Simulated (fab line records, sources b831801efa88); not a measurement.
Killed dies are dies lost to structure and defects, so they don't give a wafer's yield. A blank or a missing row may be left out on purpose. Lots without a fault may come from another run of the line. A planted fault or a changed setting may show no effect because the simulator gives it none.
A struck lot beside a sound one | flow sky130 | 27 steps out of a route of 708
Sound: wafers L170.2, L170.5, L170.6. Struck: wafers L164.2, L164.3, L164.4. The cause comes at the end.
At each step with rows: each side's tool, then ch and its chambers, then its first start. Under that, the readings that differ: sound wafers | struck wafers | difference of the means | sigmas: that difference in standard deviations of wafers without a fault.
alike: readings whose means differ by less than 2 such deviations, and words and numbers that are the same on both sides. not compared: withheld readings, readings that some wafer has no value for, bounds like >300 that may hide the same value, and numbers for which the record gives no deviation and whose values overlap.
The two part at a step that has a row with sigmas, a row that says differs or no value, or rows on one side only. Numbers that don't overlap but have no deviation are shown without sigmas and don't part them. A reading that every wafer of one side lacks parts them only if that side has two wafers or more.

SKY_VT_ADJUST_LVTN_STRIP_20: strips in O2/N2.
  sound on plasma_asher-02 ch 0,1, day 12 08:59; struck on plasma_asher-02 ch 0,1, day 10 20:32
  alike: chamber_pressure_mTorr, drypump_motor_current_A, oes_product_au, strip_time_to_endpoint_s
  not compared: rf_hours_counter_h
SKY_VT_ADJUST_LVTN_TW_MEAS_21:
  sound on film_metro-03, day 12 09:06; struck on film_metro-04, day 10 20:39
  reading             | sound             | struck            | difference | sigmas
  VT_ADJUST_LVTN_2_TW | 185.1 185.9 185.4 | 189.9 189.5 190.0 | +4.3       | +2
then, 7 steps without rows for these wafers: SKY_VT_ADJUST_NCORE_DEHYDRATE_00 (time 60 s); SKY_VT_ADJUST_NCORE_HMDS_01 (prime time 60 s); SKY_VT_ADJUST_NCORE_COAT_02 (resist thk 1140 nm); SKY_VT_ADJUST_NCORE_SOFTBAKE_03 (time 60 s); SKY_VT_ADJUST_NCORE_EXPOSE_04 (exposes mask LVTN COMPLEMENT THIN, target cd 380 nm); SKY_VT_ADJUST_NCORE_PEB_05; SKY_VT_ADJUST_NCORE_DEVELOP_06 (develop time 60 s).
SKY_VT_ADJUST_NCORE_CD_MEAS_07: target cd 380 nm.
  sound on cd_sem-02, day 13 09:31; struck on cd_sem-02, day 11 19:48
  alike: cd_nm
SKY_VT_ADJUST_NCORE_OVL_MEAS_08:
  sound on overlay-02, day 13 09:38; struck on overlay-01, day 11 19:55
  alike: VT_ADJUST_NCORE_OVL
then, 1 step without rows for these wafers: SKY_VT_ADJUST_NCORE_IMPLANT_09.
SKY_VT_ADJUST_NCORE_STRIP_10: strips in O2/N2.
  sound on plasma_asher-02 ch 0,1, day 13 09:49; struck on plasma_asher-01 ch 0,1, day 11 20:05
  no value came back on the struck wafers for chamber_pressure_mTorr (mTorr), drypump_motor_current_A (A), oes_product_au (a.u.), strip_time_to_endpoint_s (s); on the sound wafers chamber_pressure_mTorr (mTorr) reads 1501.2 1499.3 1499.6
  reading                                              | sound | struck         | difference | sigmas
  model.NOVOLAK_of_VT_ADJUST_NCORE_COAT_02.thk_nm (nm) | 0 0 0 | 1142 1142 1143 | +1142      |
  not compared: rf_hours_counter_h
SKY_VT_ADJUST_NCORE_TW_MEAS_11:
  sound on film_metro-01, day 13 09:55; struck on film_metro-01, day 11 20:12
  alike: VT_ADJUST_NCORE_TW
then, 7 steps without rows for these wafers: SKY_VT_ADJUST_HVTR_DEHYDRATE_00 (time 60 s); SKY_VT_ADJUST_HVTR_HMDS_01 (prime time 60 s); SKY_VT_ADJUST_HVTR_COAT_02 (resist thk 1140 nm); SKY_VT_ADJUST_HVTR_SOFTBAKE_03 (time 60 s); SKY_VT_ADJUST_HVTR_EXPOSE_04 (exposes mask HVTRM, target cd 380 nm); SKY_VT_ADJUST_HVTR_PEB_05; SKY_VT_ADJUST_HVTR_DEVELOP_06 (develop time 60 s).
SKY_VT_ADJUST_HVTR_CD_MEAS_07: target cd 380 nm.
  sound on cd_sem-01, day 14 11:25; struck on cd_sem-02, day 12 20:19
  alike: cd_nm
SKY_VT_ADJUST_HVTR_OVL_MEAS_08:
  sound on overlay-02, day 14 11:31; struck on overlay-02, day 12 20:26
  alike: VT_ADJUST_HVTR_OVL
then, 1 step without rows for these wafers: SKY_VT_ADJUST_HVTR_IMPLANT_09.
SKY_VT_ADJUST_HVTR_STRIP_10: strips in O2/N2.
  sound on plasma_asher-01 ch 0,1, day 14 11:42; struck on plasma_asher-01 ch 0,1, day 12 20:37
  reading                      | sound             | struck            | difference | sigmas
  strip_time_to_endpoint_s (s) | 14.22 14.22 14.21 | 31.30 31.25 31.29 | +17.06     | +99 or more
  alike: chamber_pressure_mTorr, drypump_motor_current_A, oes_product_au
  not compared: rf_hours_counter_h
SKY_VT_ADJUST_HVTR_TW_MEAS_11:
  sound on film_metro-04, day 14 11:49; struck on film_metro-04, day 12 20:56
  reading           | sound             | struck         | difference | sigmas
  VT_ADJUST_HVTR_TW | 212.2 212.8 213.0 | 30.1 30.2 30.0 | -182.6     | -99 or more
  not compared: hold
then, 1 step without rows for these wafers: SKY_PAD_OPEN_PROBE_99.

WHERE THEY PART
First at SKY_VT_ADJUST_LVTN_TW_MEAS_21; last, within this record, at SKY_VT_ADJUST_HVTR_TW_MEAS_11.

WHY: what the simulator had put in
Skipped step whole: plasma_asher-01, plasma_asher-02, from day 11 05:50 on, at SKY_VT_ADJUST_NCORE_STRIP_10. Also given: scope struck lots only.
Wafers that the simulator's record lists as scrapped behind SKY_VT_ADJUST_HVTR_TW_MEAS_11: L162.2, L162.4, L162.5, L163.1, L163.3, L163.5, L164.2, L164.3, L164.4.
